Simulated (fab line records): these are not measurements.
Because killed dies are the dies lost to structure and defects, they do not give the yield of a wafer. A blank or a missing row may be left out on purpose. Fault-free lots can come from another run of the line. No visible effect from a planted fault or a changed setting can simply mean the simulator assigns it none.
Struck lot and sound lot, side by side -- flow gf180mcu -- 17 out of 602 route steps
Sound: the wafers L234.2, L234.5, L234.6. Struck: wafer L238.3. (L238.2, L238.4 of the same lot were not struck and are left out.) The cause comes at the end.
Each step with rows lists, per side, the tool, then ch with its chambers, then its first start. Under that, the readings that differ: sound wafers -- struck wafers -- difference of the means -- sigmas: that difference in standard deviations of wafers without a fault.
alike: readings with means less than 2 such deviations apart, plus words and numbers identical on both sides. not compared: withheld readings, readings lacking a value on some wafer, bounds such as >300 that could conceal the same value, and numbers that have no deviation in the record and whose values overlap.
A row with sigmas, a row that says differs or no value, or rows on one side alone: a step with any of these is where the two part. Numbers that have no deviation but don't overlap get no sigmas and don't part them. Lack of a reading on every wafer of one side parts them only where that side has two or more wafers.

first, 3 steps without rows for these wafers: GF_V1_EXPOSE_11 (exposes mask Via1, target cd 260 nm); GF_V1_PEB_12 (peb time 90 s); GF_V1_DEVELOP_13 (develop time 60 s).
GF_V1_CD_MEAS_14: the cd target is 260 nm.
  sound on cd sem-02, day 22 03:40; struck on cd sem-01, day 23 12:07
  alike: cd nm
GF_V1_OVL_MEAS_15:
  sound on overlay-02, day 22 03:47; struck on overlay-01, day 23 12:13
reading,sound,struck,difference,sigmas
V1_OVL (nm),-8 -15 -8,1,+11,+2
GF_V1_ETCH_16: etches BARC in N2/H2.
  sound on rie diel-04 ch 0,1,2, day 22 03:49; struck on rie diel-03 ch 0, day 23 12:15
reading,sound,struck,difference,sigmas
n2 flow sccm (sccm),100.6 100.3 100.2,99.6,-0.8,-2
  alike: drypump motor current A, oes product au, throttle valve pct
then, 1 step without rows for these wafers: GF_V1_ETCH_17 (etches SiO2 in C4F8/O2/Ar, stops on TiN, target depth 630 nm).
GF_V1_STRIP_18: strips in O2/N2.
  sound on plasma asher-04 ch 0,1, day 22 03:56; struck on plasma asher-04 ch 0, day 23 12:23
  alike: drypump motor current A, heater power w, n2 flow sccm, oes product au
  not compared: rf hours counter h
then, 2 steps without rows for these wafers: GF_V1_STRIP_19 (strips in post etch residue remover, time 1200 s); GF_V1_CLEAN_20 (cleans in DIW).
GF_V1_SPUTTER_21: material Ti, target thk 15 nm, time 80.02 s.
  sound on pvd sputter-02, day 22 04:29; struck on pvd sputter-02, day 23 12:55
  alike: throttle valve pct
GF_V1_SPUTTER_22: material TiN, target thk 10 nm, time 40 s.
  sound on pvd sputter-02, day 22 04:32; struck on pvd sputter-02, day 23 12:59
  alike: throttle valve pct
GF_V1_CVD_23: deposits W, target thk 350 nm, time 105.05 s.
  sound on cvd w-02 ch 0,1, day 22 04:35; struck on cvd w-02 ch 1, day 23 13:01
reading,sound,struck,difference,sigmas
model.W_of_V1_CVD_23.thk nm (nm),348 348.3 347.4,225.2,-122.7,
  alike: heater power w
  not compared: since wet clean h
GF_V1_RS_MEAS_24: uses a four-point probe to measure.
  sound on film metro-02, day 22 04:43; struck on film metro-01, day 23 13:09
reading,sound,struck,difference,sigmas
V1_W_RS (ohm/sq),0.329 0.329 0.330,0.511,+0.182,+52
GF_V1_THK_MEAS_25: measures by xrf.
  sound on film metro-02, day 22 04:49; struck on film metro-01, day 23 13:16
reading,sound,struck,difference,sigmas
V1_W_THK (nm),355 358 355,224,-132,-24
GF_V1_CMP_26: polishes, stops on SiO2, t overpolish 15 s, target thk 0 nm.
  sound on cmp-01 ch 1,2, day 22 04:55; struck on cmp-01 ch 3, day 23 13:28
reading,sound,struck,difference,sigmas
time to endpoint s (s),75 76 90,57,-23,-4
  alike: edge zone pressure frac, motor current A
GF_M2_SPUTTER_00: material Ti, target thk 37.5 nm, time 150 s.
  sound on pvd sputter-03, day 22 05:10; struck on pvd sputter-03, day 23 13:46
reading,sound,struck,difference,sigmas
throttle valve pct (%),31.0 31.5 29.2,28.7,-1.9,-3

## WHERE THEY PART
Earliest at GF_V1_OVL_MEAS_15; latest, in this record, at GF_M2_SPUTTER_00.

WHY: the cause the simulator had injected
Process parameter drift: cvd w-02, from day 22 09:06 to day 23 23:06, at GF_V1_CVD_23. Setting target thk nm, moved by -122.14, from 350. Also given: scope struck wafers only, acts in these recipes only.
